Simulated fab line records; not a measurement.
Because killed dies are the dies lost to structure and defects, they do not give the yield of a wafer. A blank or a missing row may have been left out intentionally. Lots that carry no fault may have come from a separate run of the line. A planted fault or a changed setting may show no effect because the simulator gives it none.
What tool caused it?    flow sky130    21 wafers from 7 lots sampled at 2 of the route's 708 steps

== WHAT THE GAUGES READ, wafer by wafer ==
SKY_LDD_HVN_OVL_MEAS_07.
lot   measured      on          LDD_HVN_OVL (nm)
L509  day 20 22:30  overlay-01  -0.4 -2.1 0.1
L514  day 23 23:13  overlay-02  -1.7 -2.4 -1.9
L515  day 24 01:35  overlay-01  -0.4 -0.7 0.0
L518  day 24 11:09  overlay-02  -0.4 -0.1 0.3
L523  day 25 22:48  overlay-02  - - -
L524  day 28 04:30  overlay-02  - - -
L526  day 28 07:03  overlay-02  1.1 1.0 0.0

== TOOL THAT RAN EACH LOT (tool first, then ch and the chambers of the sampled wafers, then the start) ==
lot   SKY_LDD_HVN_COAT_02
L509  lithoTrack-01 ch 0, day 20 08:21
L514  lithoTrack-01 ch 0, day 23 08:04
L515  lithoTrack-02 ch 0, day 23 09:38
L518  lithoTrack-02 ch 0, day 23 20:08
L523  lithoTrack-01, day 25 08:22
L524  lithoTrack-01, day 27 14:51
L526  lithoTrack-03 ch 0, day 27 17:15
- SKY_LDD_HVN_COAT_02: resist thk 300 nm.

== THE ANSWER, worked out from the rows above alone ==
Rule: usual is defined by the lots themselves. The widest of any qualifying gaps counts: lots, ordered by their means at a reading, are off when they make up no more than a third of the lots, leave a main group of 4 or more, and stand apart from it by 3 or more times the standard deviation of that group's means. Not used: any main group whose means are identical at the precision the tables above print for the reading. A lot without any number at a reading at which 4 lots or more have one is off too. Any other lot the step has rows for is counted as sound.
Off: at SKY_LDD_HVN_OVL_MEAS_07 (LDD_HVN_OVL), L523, L524. Without a number there: L523, L524. Main group: mean -0.5 nm, sd 0.89.
If a tool, at a process step before that reading, ran all the lots that are off and no sound lot after the first of them, it fits. The gauges at SKY_LDD_HVN_OVL_MEAS_07 are tried like those tools. One fits: lithoTrack-01 at SKY_LDD_HVN_COAT_02. A fault onset in the window from L514 (day 23 08:04, its last sound lot) to L523 (day 25 08:22, its first lot off) fits.

== WHAT HAD BEEN PUT IN BY THE SIMULATOR ==
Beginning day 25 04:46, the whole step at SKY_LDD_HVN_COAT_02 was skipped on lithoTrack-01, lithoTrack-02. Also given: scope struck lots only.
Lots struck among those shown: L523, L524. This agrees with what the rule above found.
